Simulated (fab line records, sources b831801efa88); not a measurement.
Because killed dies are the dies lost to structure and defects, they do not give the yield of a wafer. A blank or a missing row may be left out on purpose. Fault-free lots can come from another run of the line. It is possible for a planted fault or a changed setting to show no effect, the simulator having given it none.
A struck lot beside a sound one :: flow sky130 :: 17 steps out of a route of 708
Sound: the wafers L855.2, L855.5, L855.6. Wafers L864.4, L864.5 were the ones struck. The cause comes at the end.
Per side, at each step with rows, come the tool, then ch with its chambers, and then its first start. Under that, the readings that differ: sound wafers :: struck wafers :: difference of the means :: sigmas: that difference in standard deviations of wafers without a fault.
alike: readings with means less than 2 such deviations apart, plus words and numbers identical on both sides. not compared: withheld readings, readings lacking a value on some wafer, bounds such as >300 that could conceal the same value, and numbers that have no deviation in the record and whose values overlap.
Wherever a step has rows on one side only, a row that says differs or no value, or a row with sigmas, the two part there. Numbers that have no deviation but don't overlap get no sigmas and don't part them. A reading missing from all wafers of one side parts the sides only when that side holds two or more wafers.

first, 1 step without rows for these wafers: SKY_SD_N_COAT_02 (resist thk 1140 nm).
SKY_SD_N_SOFTBAKE_03: time 61.49 s.
  sound on litho_track-04 ch 0, day 29 04:32; struck on litho_track-04 ch 0, day 32 06:41
  alike: heater_power_total_W, plate_sensor_t_centre_C, plate_sensor_t_edge_C
then, 3 steps without rows for these wafers: SKY_SD_N_EXPOSE_04 (exposes mask NSDM, target cd 380 nm); SKY_SD_N_PEB_05; SKY_SD_N_DEVELOP_06 (develop time 60 s).
SKY_SD_N_CD_MEAS_07: the cd target is 380 nm.
  sound on cd_sem-01 at day 29 18:49; struck on cd_sem-02 at day 32 20:10
  alike: cd_nm
SKY_SD_N_OVL_MEAS_08:
  sound on overlay-01 at day 29 18:55; struck on overlay-02 at day 32 20:14
reading: SD_N_OVL (nm)
sound: 0.4 -0.1 -1.2
struck: -3.3 -2.7
difference: -2.7
sigmas: -2
then, 2 steps without rows for these wafers: SKY_SD_N_IMPLANT_09; SKY_SD_N_IMPLANT_10.
SKY_SD_N_STRIP_11: strips in O2/N2.
  sound on plasma_asher-03 ch 0,1, day 29 19:14; struck on plasma_asher-01 ch 0,1, day 32 20:35
  alike: drypump_motor_current_A, n2_flow_sccm, oes_product_au, strip_time_to_endpoint_s
  not compared: rf_hours_counter_h
SKY_SD_N_TW_MEAS_12:
  sound on film_metro-01 at day 29 19:21; struck on film_metro-04 at day 32 20:41
  alike: SD_N_TW
then, 1 step without rows for these wafers: SKY_SD_N_CLEAN_13 (cleans in SC1/SC2, time 150 s).
SKY_SD_N_RTA_14: time 2 s.
  sound on rtp_anneal-01 ch 0, day 29 19:28; struck on rtp_anneal-02 ch 0, day 32 20:48
reading: wafer_temp_C_max
sound: 1078.1 1080.5 1077.4
struck: 1085.0 1084.4
difference: +6.0
sigmas: +5
  alike: lamp_power_pct, ramp_down_c_per_s, ramp_up_c_per_s
SKY_SD_N_RS_MEAS_16: a four-point-probe measurement.
  sound on film_metro-01 at day 29 19:39; struck on film_metro-01 at day 32 21:01
reading: SD_N_RS (ohm/sq)
sound: 68.54 68.47 68.34
struck: 67.57 67.49
difference: -0.92
sigmas: -7
SKY_SD_N_RS_MEAS_17: a four-point-probe measurement.
  sound on film_metro-01 at day 29 19:46; struck on film_metro-01 at day 32 21:08
reading: SD_P_RS (ohm/sq)
sound: 147.2 147.1 147.0
struck: 141.9 142.1
difference: -5.1
sigmas: -12
SKY_SD_N_RS_MEAS_18: a four-point-probe measurement.
  sound on film_metro-01 at day 29 19:53; struck on film_metro-01 at day 32 21:15
reading: RES_XHIGH_RS (ohm/sq)
sound: 335.2 335.7 335.4
struck: 330.8 331.2
difference: -4.4
sigmas: -3
-- a jump in the record: the struck wafers' starts before and after are 16 days apart (it breaks off in module SD_N and resumes in module PAD_OPEN, where the first step shown is number 708 of the route) --
SKY_PAD_OPEN_PROBE_99:
  sound on prober-02 at day 47 03:17; struck on prober-01 at day 49 04:16
reading: model.etest.res_pdiff.line_ohm_um
sound: 1303 1330 1326
struck: 1285 1278
difference: -38
sigmas: 

reading: model.etest.licon_high_po.rc_ohm
sound: 344.6 346.6 364.1
struck: 341 332.9
difference: -15
sigmas: 

reading: model.etest.res_pdiff_hv.rs_ohm_sq
sound: 183.5 184.5 184.9
struck: 179.1 178.3
difference: -5.6
sigmas: 

reading: model.etest.res_pdiff.rs_ohm_sq
sound: 191.3 192.8 192.1
struck: 185.2 185.8
difference: -6.6
sigmas: 
  alike: killed_at_M0_to_M3, killed_at_M4_up, killed_at_contacts, killed_at_front_end, killed_at_other, killed_dies, killed_open, killed_short
  not compared: model.etest.res_xhigh_po.line_ohm_um, model.etest.res_xhigh_po.rs_ohm_sq, model.etest.res_high_po.line_ohm_um, model.etest.res_high_po.rs_ohm_sq

WHERE THEY PART
First at SKY_SD_N_OVL_MEAS_08; last, within this record, at SKY_SD_N_RS_MEAS_18. Later steps at which nothing parts them and some readings are alike: SKY_PAD_OPEN_PROBE_99.

WHY: the cause the simulator had injected
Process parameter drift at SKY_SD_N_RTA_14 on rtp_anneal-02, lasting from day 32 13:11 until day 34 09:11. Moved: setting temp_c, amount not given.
